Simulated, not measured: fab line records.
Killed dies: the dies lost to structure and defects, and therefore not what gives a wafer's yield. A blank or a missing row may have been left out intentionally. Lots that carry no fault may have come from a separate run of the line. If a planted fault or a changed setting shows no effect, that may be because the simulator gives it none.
fab line records    flow sky130
[record] lots = 10  wafers = 28  last_day = 50
route steps=708 shown LI_CONTACT@377 LOCAL_INTERCONNECT@389
lots untouched by any fault: they come from a run of this same line in which no faults occurred
start_h: start of the lot's first displayed wafer, in hours after the record's first day    wait_h: hours elapsed since this lot's preceding step    " same as the row above    L1.1+2: a row that stands for several wafers    - no value present, or no start provided    * or withheld: withheld    < > ~ a bound
route shown NAME@n: NAME is a module with steps in the file, n the number in the route of the first one    usual: mean/standard deviation taken from wafers without a fault    same: alike in all rows    chamber/n: place in a boat    sites: readings site by site    _std_site: their standard deviation    _edge_site: inner sites' mean taken away from outer sites' mean    radius_mm: for every site, how far away it sits from the centre of the wafer    mask NAME#n: copy n    behind: the last tool/chamber to shape the wafer    hold: what put the lot on hold/how long, in hours/how the hold closed    device: names the non-switching transistor (n, p or np)    end of line: the route-end tests of the same wafers    a step with no rows: only its recipe    killed: count of dies lost to structure and defects at first sort (not the wafer's yield)    map: shows each die of a wafer: x if killed, . if not, _ if none is there
set.NAME: the setting that was run; set.NAME@STEP: the one run at that earlier step    model.NAME: the simulator's own value behind a step, which no gauge read
route steps across a sampled set of lots; one table per step, one row per wafer
services: the hour from which a tool's chamber was out of use, counted from the record's first day as start_h (under 0 if before that day), plus the number of hours and why
[[steps]]
[step SKY_LI_CONTACT_ETCH_15]
[recipe] target = PSG  chemistry = C4F8/O2/Ar  stop_on = Si  taper_deg = 4.15  mask_material = KrF-thick  source_w = 1500  bias_w = 1200  pressure_mtorr = 40  c4f8_flow_sccm = withheld  O2_flow_sccm = 6  Ar_flow_sccm = 300  time_s = withheld  target_depth_a = 6000
[usual] chamber_pressure_mTorr = 40.00/0.042  oes_product_au = 0.837/0.0047
lot.wafer  tool         chamber  start_h  wait_h  chamber_pressure_mTorr  oes_product_au
L326.1     rie_diel-03  0        691.98   0.0     39.96                   0.837
L326.3     "            1        "        "       39.99                   0.838
L326.6     "            1        "        "       40.02                   0.835
L328.1     rie_diel-01  0        718.73   0.0     39.96                   0.831
L328.4     "            3        "        "       40.01                   0.838
L328.6     "            3        "        "       39.93                   0.833
L331.1     rie_diel-03  0        752.03   0.0     39.96                   0.834
L331.2     "            1        "        "       40.03                   0.834
L331.3     "            3        "        "       40.03                   0.837
L333.6     rie_diel-02  2        769.63   0.0     39.98                   0.844
L335.2     rie_diel-02  2        774.72   0.0     40.01                   0.837
L335.3     "            0        "        "       39.97                   0.849
L335.6     "            1        "        "       40.00                   0.845
L338.2     rie_diel-02  2        787.42   0.0     40.05                   0.824
L338.3     "            3        "        "       39.96                   0.842
L338.6     "            3        "        "       40.01                   0.829
L340.1     rie_diel-01  0        804.80   0.0     39.96                   0.839
L340.2     "            1        "        "       39.98                   0.828
L340.3     "            3        "        "       40.07                   0.836
L344.1     rie_diel-02  1        827.48   0.0     40.10                   0.837
L344.2     "            2        "        "       40.00                   0.829
L344.6     "            1        "        "       40.08                   0.833
L345.1     rie_diel-01  1        832.08   0.0     40.02                   0.833
L345.5     "            2        "        "       40.04                   0.837
L345.6     "            1        "        "       40.08                   0.829
L348.4     rie_diel-01  2        855.88   0.0     39.99                   0.837
L348.5     "            0        "        "       40.04                   0.840
L348.6     "            1        "        "       40.05                   0.839
[step SKY_LI_CONTACT_STRIP_16]
[recipe] chemistry = O2/N2  power_w = 1400  pressure_mtorr = 1500  platen_temp_c = withheld  o2_flow_sccm = 3000  n2_flow_sccm = 300  overash_fraction = 0.5
[usual] chamber_pressure_mTorr = 1500.0/1.3  drypump_motor_current_A = 5.7/0.31  o2_flow_sccm = 3002/7.3  oes_product_au = 0.375/0.005  strip_time_to_endpoint_s = 3.494/0.03
[same] overash_fraction = 0.5
lot.wafer  tool             chamber  start_h  wait_h  chamber_pressure_mTorr  drypump_motor_current_A  o2_flow_sccm  oes_product_au  rf_hours_counter_h  strip_time_to_endpoint_s
L326.1     plasma_asher-03  0        692.07   -       1498.7                  5.4                      2992          0.359           26                  3.451
L326.3     "                1        "        "       1500.8                  5.8                      3000          0.370           -                   3.473
L326.6     "                1        "        "       1500.3                  5.9                      2998          0.379           -                   3.488
L328.1     plasma_asher-01  0        718.82   -       1497.2                  6.3                      3011          0.374           87                  3.508
L328.4     "                1        "        "       1500.8                  5.8                      3001          0.384           -                   3.557
L328.6     "                1        "        "       1499.4                  5.8                      3000          0.380           -                   3.576
L331.1     plasma_asher-04  0        752.12   -       1502.3                  5.7                      3007          0.376           63                  3.459
L331.2     "                1        "        "       1499.5                  5.3                      3005          0.376           63                  3.475
L331.3     "                0        "        "       1499.9                  5.7                      2996          0.367           -                   3.463
L333.6     plasma_asher-01  0        769.73   -       1502.3                  6.3                      3004          0.373           -                   3.454
L335.2     plasma_asher-04  0        774.80   -       1499.7                  5.7                      2996          0.373           65                  3.504
L335.3     "                1        "        "       1499.3                  5.3                      3003          0.376           -                   3.514
L335.6     "                0        "        "       1499.4                  5.7                      2996          0.378           -                   3.485
L338.2     plasma_asher-04  0        787.50   -       1502.8                  5.7                      3001          0.371           66                  3.514
L338.3     "                0        "        "       1500.5                  5.7                      3006          0.378           -                   3.467
L338.6     "                0        "        "       1501.6                  5.7                      3006          0.373           -                   3.485
L340.1     plasma_asher-03  0        804.88   -       1498.7                  5.5                      3008          0.371           37                  3.467
L340.2     "                1        "        "       1498.7                  5.9                      3009          0.378           37                  3.512
L340.3     "                1        "        "       1500.0                  5.9                      3002          0.375           -                   3.548
L344.1     plasma_asher-03  0        827.57   -       1497.9                  5.4                      3006          0.381           40                  3.455
L344.2     "                1        "        "       1499.4                  5.8                      2991          0.380           40                  3.492
L344.6     "                1        "        "       1500.7                  5.8                      2995          0.370           -                   3.475
L345.1     plasma_asher-01  1        832.17   -       1499.1                  5.8                      3004          0.368           99                  3.476
L345.5     "                0        "        "       1499.2                  6.3                      3001          0.383           -                   3.524
L345.6     "                1        "        "       1499.2                  5.8                      2994          0.370           -                   3.484
L348.4     plasma_asher-04  0        856.00   -       1500.5                  5.7                      3012          0.371           -                   3.515
L348.5     "                0        "        "       1498.9                  5.7                      3013          0.365           -                   3.477
L348.6     "                1        "        "       1498.9                  5.3                      3013          0.374           -                   3.467
[step SKY_LI_CONTACT_CVD_21]
[recipe] material = W  target_thk_nm = 400  time_s = 120.56  temp_c = 400  pressure_torr = 40
[usual] chamber_pressure_Torr = 39.99/0.093  heater_power_w = 816/38  susceptor_temp_C = 399.97/0.24
lot.wafer  tool      chamber  start_h  wait_h  chamber_pressure_Torr  heater_power_w  susceptor_temp_C
L326.1     cvd_w-01  1        692.51   0.0     39.87                  837             399.71
L326.3     "         1        "        "       39.96                  820             399.80
L326.6     "         1        "        "       39.86                  840             399.72
L328.1     cvd_w-01  1        719.25   0.0     40.02                  845             399.76
L328.4     "         1        "        "       40.20                  839             399.86
L328.6     "         0        "        "       40.01                  788             399.80
L331.1     cvd_w-01  0        752.55   0.0     39.96                  745             399.96
L331.2     "         1        "        "       40.17                  835             405.75
L331.3     "         0        "        "       39.95                  770             399.91
L333.6     cvd_w-01  1        770.24   0.1     40.01                  879             406.35
L335.2     cvd_w-02  0        775.24   0.0     40.04                  855             400.39
L335.3     "         0        "        "       39.98                  834             399.87
L335.6     "         1        "        "       40.02                  787             399.84
L338.2     cvd_w-02  1        787.94   0.0     39.98                  801             400.12
L338.3     "         0        "        "       39.77                  857             399.88
L338.6     "         0        "        "       39.85                  861             399.65
L340.1     cvd_w-02  1        805.31   0.0     40.01                  795             400.19
L340.2     "         0        "        "       39.88                  860             399.96
L340.3     "         0        "        "       39.96                  874             399.79
L344.1     cvd_w-01  1        828.00   0.0     40.01                  845             399.82
L344.2     "         0        "        "       39.99                  769             400.00
L344.6     "         0        "        "       40.01                  791             399.62
L345.1     cvd_w-01  0        832.61   0.0     39.85                  762             399.93
L345.5     "         1        "        "       40.01                  835             399.58
L345.6     "         0        "        "       40.02                  769             399.75
L348.4     cvd_w-01  1        856.54   0.2     40.08                  851             400.04
L348.5     "         1        "        "       40.09                  865             399.87
L348.6     "         1        "        "       40.03                  854             399.98
[step SKY_LI_CONTACT_RS_MEAS_22]
[recipe] thk_meas_gauge = four-point-probe  reads = W_of_LI_CONTACT_CVD_21+TiN_of_LI_CONTACT_SPUTTER_20+Ti_of_LI_CONTACT_SPUTTER_19
[usual] LI_CONTACT_W_RS = 0.285/0.0031
lot.wafer  tool           chamber  start_h  wait_h  LI_CONTACT_W_RS[ohm/sq]
L326.1     film_metro-02  -        692.64   0.1     0.280
L326.3     "              -        "        "       0.281
L326.6     "              -        "        "       0.281
L328.1     film_metro-02  -        719.37   0.1     0.285
L328.4     "              -        "        "       0.288
L328.6     "              -        "        "       0.286
L331.1     film_metro-03  -        752.67   0.1     0.278
L331.2     "              -        "        "       0.256
L331.3     "              -        "        "       0.280
L333.6     film_metro-02  -        770.38   0.1     0.253
L335.2     film_metro-03  -        775.38   0.1     0.285
L335.3     "              -        "        "       0.285
L335.6     "              -        "        "       0.293
L338.2     film_metro-03  -        788.08   0.1     0.286
L338.3     "              -        "        "       0.284
L338.6     "              -        "        "       0.283
L340.1     film_metro-04  -        805.44   0.1     0.283
L340.2     "              -        "        "       0.287
L340.3     "              -        "        "       0.286
L344.1     film_metro-03  -        828.12   0.1     0.286
L344.2     "              -        "        "       0.286
L344.6     "              -        "        "       0.286
L345.1     film_metro-03  -        832.74   0.1     0.281
L345.5     "              -        "        "       0.289
L345.6     "              -        "        "       0.286
L348.4     film_metro-04  -        856.73   0.1     0.284
L348.5     "              -        "        "       0.286
L348.6     "              -        "        "       0.286
[step SKY_LI_CONTACT_THK_MEAS_23]
[recipe] thk_meas_gauge = xrf  reads = W_of_LI_CONTACT_CVD_21
[usual] LI_CONTACT_W_THK = 413/7.9
lot.wafer  tool           chamber  start_h  wait_h  LI_CONTACT_W_THK[nm]
L326.1     film_metro-02  -        692.76   0.1     406
L326.3     "              -        "        "       405
L326.6     "              -        "        "       409
L328.1     film_metro-02  -        719.49   0.1     400
L328.4     "              -        "        "       404
L328.6     "              -        "        "       401
L331.1     film_metro-03  -        752.79   0.1     433
L331.2     "              -        "        "       471
L331.3     "              -        "        "       428
L333.6     film_metro-02  -        770.45   0.1     456
L335.2     film_metro-03  -        775.49   0.1     417
L335.3     "              -        "        "       417
L335.6     "              -        "        "       406
L338.2     film_metro-03  -        788.19   0.1     413
L338.3     "              -        "        "       420
L338.6     "              -        "        "       420
L340.1     film_metro-04  -        805.56   0.1     414
L340.2     "              -        "        "       410
L340.3     "              -        "        "       407
L344.1     film_metro-03  -        828.24   0.1     418
L344.2     "              -        "        "       420
L344.6     "              -        "        "       416
L345.1     film_metro-03  -        832.86   0.1     423
L345.5     "              -        "        "       413
L345.6     "              -        "        "       420
L348.4     film_metro-04  -        856.82   0.1     414
L348.5     "              -        "        "       414
L348.6     "              -        "        "       409
[step SKY_LI_CONTACT_CMP_24]
[recipe] stop_on = PSG  t_overpolish_s = 20  down_force_psi = 3.5  platen_rpm = 60  target_thk_nm = 0  pad_velocity_m_s = 0.94248
[usual] edge_zone_pressure_frac = 0.999/0.005  motor_current_A = 11.3/1.4  platen_rpm = 60.00/0.042  time_to_endpoint_s = 97/3.8
lot.wafer  tool    chamber  start_h  wait_h  edge_zone_pressure_frac  motor_current_A  platen_rpm  time_to_endpoint_s
L326.3     cmp-02  1        692.82   0.0     1.002                    12.3             60.08       99
L326.1     "       2        "        "       1.001                    11.9             60.04       97
L326.6     "       2        "        "       0.997                    12.2             60.01       96
L328.4     cmp-01  1        719.55   0.0     0.999                    11.8             60.01       100
L328.1     "       0        "        "       1.001                    8.9              59.98       97
L328.6     "       1        "        "       0.996                    12.1             60.05       103
L331.3     cmp-01  1        753.10   0.3     0.991                    12.3             59.97       101
L331.1     "       3        "        "       0.983                    9.3              59.98       107
L331.2     "       0        "        "       0.997                    9.2              59.98       107
L333.6     cmp-01  1        770.76   0.3     0.999                    12.3             60.05       112
L335.3     cmp-01  2        775.59   0.1     0.995                    12.0             59.96       94
L335.2     "       0        "        "       0.990                    9.4              60.01       93
L335.6     "       1        "        "       0.992                    11.9             59.98       96
L338.2     cmp-01  2        788.24   0.0     0.999                    12.3             59.96       97
L338.3     "       1        "        "       0.990                    12.0             59.99       99
L338.6     "       3        "        "       1.003                    9.2              60.00       104
L340.2     cmp-01  0        805.62   0.0     1.000                    9.2              60.03       96
L340.3     "       1        "        "       1.008                    11.9             59.96       100
L340.1     "       3        "        "       0.999                    9.0              60.02       101
L344.1     cmp-02  1        828.35   0.1     1.004                    12.9             59.94       100
L344.2     "       2        "        "       0.995                    12.9             60.04       96
L344.6     "       1        "        "       1.002                    12.4             59.95       100
L345.1     cmp-01  0        832.92   0.1     0.992                    9.5              60.01       99
L345.5     "       0        "        "       1.004                    9.4              60.00       97
L345.6     "       1        "        "       1.003                    11.8             59.95       97
L348.4     cmp-01  0        857.00   0.2     1.007                    9.4              60.07       97
L348.6     "       1        "        "       0.999                    11.7             60.00       96
L348.5     "       2        "        "       0.994                    12.6             59.92       101
[step SKY_LOCAL_INTERCONNECT_THK_MEAS_02]
[recipe] thk_meas_gauge = xrf  reads = TiN_of_LOCAL_INTERCONNECT_SPUTTER_00
[usual] LOCAL_INTERCONNECT_TIN_THK = 99.6/1.1
lot.wafer  tool           chamber  start_h  wait_h  LOCAL_INTERCONNECT_TIN_THK[nm]
L326.1     film_metro-01  -        693.30   0.1     101.0
L326.3     "              -        "        "       100.4
L326.6     "              -        "        "       100.7
L328.1     film_metro-01  -        720.04   0.1     99.8
L328.4     "              -        "        "       99.2
L328.6     "              -        "        "       98.8
L331.1     film_metro-01  -        753.58   0.1     99.6
L331.2     "              -        "        "       99.6
L331.3     "              -        "        "       101.1
L333.6     film_metro-01  -        771.05   0.1     99.3
L335.2     film_metro-01  -        776.03   0.1     99.6
L335.3     "              -        "        "       99.6
L335.6     "              -        "        "       99.6
L338.2     film_metro-01  -        788.73   0.1     98.6
L338.3     "              -        "        "       98.2
L338.6     "              -        "        "       98.9
L340.1     film_metro-01  -        806.10   0.1     99.3
L340.2     "              -        "        "       100.4
L340.3     "              -        "        "       99.1
L344.1     film_metro-03  -        828.79   0.1     98.6
L344.2     "              -        "        "       97.9
L344.6     "              -        "        "       97.8
L345.1     film_metro-03  -        833.40   0.1     98.6
L345.5     "              -        "        "       97.4
L345.6     "              -        "        "       98.0
L348.4     film_metro-04  -        857.36   0.1     100.2
L348.5     "              -        "        "       99.7
L348.6     "              -        "        "       100.5
[[services]]
tool             chamber  start_h  hours  kind
cvd_w-02         1        675.92   17.5   repair
rie_diel-03      2        679.96   5.7    repair
plasma_asher-04  -        683.79   3.6    repair
rie_diel-01      1        692.43   2.7    repair
plasma_asher-03  -        692.89   1.5    repair
cmp-02           -        700.20   0.3    repair
cvd_w-01         -        716.66   1.9    repair
cmp-02           -        728.68   2.6    repair
rie_diel-03      1        733.46   12.6   repair
cmp-02           -        737.89   6.6    repair
cmp-02           -        744.49   4.0    pm
cmp-02           -        748.49   -      consumable_replace:conditioner
cmp-02           -        750.70   5.4    pm
cmp-02           -        784.72   1.5    repair
rie_diel-01      3        786.16   5.0    repair
rie_diel-03      0        796.75   4.4    repair
cvd_w-01         -        799.95   2.8    pm
plasma_asher-04  -        801.13   14.6   pm
rie_diel-01      0        805.04   28.1   repair
rie_diel-02      0        816.98   3.0    repair
cmp-01           -        831.57   1.0    repair
plasma_asher-03  -        844.57   17.3   repair
cvd_w-01         0        851.44   5.0    repair
plasma_asher-03  -        853.13   0.9    repair
[[key]]
[first_sign] step = SKY_LI_CONTACT_CVD_21  reading = susceptor_temp_C  direction = up  sigmas = 26  usual = *  struck = *
[effect] step = SKY_LI_CONTACT_RS_MEAS_22  reading = LI_CONTACT_W_RS  direction = down  sigmas = 9.6  usual = 0.285  struck = 0.254
[effect] step = SKY_LI_CONTACT_THK_MEAS_23  reading = LI_CONTACT_W_THK  direction = up  sigmas = 6.4  usual = 413  struck = 464
[effect] step = SKY_LI_CONTACT_CMP_24  reading = time_to_endpoint_s  direction = up  sigmas = 3.2  usual = *  struck = *
met_at SKY_LI_CONTACT_CVD_21
struck_lots L331,L333
struck_wafers L331.2,L333.6
rows_end L333.6
tester_left_out L331
not_acting_at SKY_LI_CONTACT_ETCH_15,SKY_LI_CONTACT_STRIP_16,SKY_LOCAL_INTERCONNECT_THK_MEAS_02
onset_between 719.25 752.55
[fault] kind = process_parameter_drift  tool = cvd_w-01  chamber = 1  onset_h = 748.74  steps = SKY_LI_CONTACT_CVD_21  channel = temp_c  offset = *  shape = step  end_h = 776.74  acts_in = *  stated = *
// tester_left_out: of these lots the tester's yield and bins aren't shown, on N5 and GAA mostly nor the transistor test; their killed dies are dies lost to structure and defects alone, not to doping, threshold or leakage, so they don't give the yield
// rows_end: these wafers met a further fault down the route, and their rows from its step on are left out
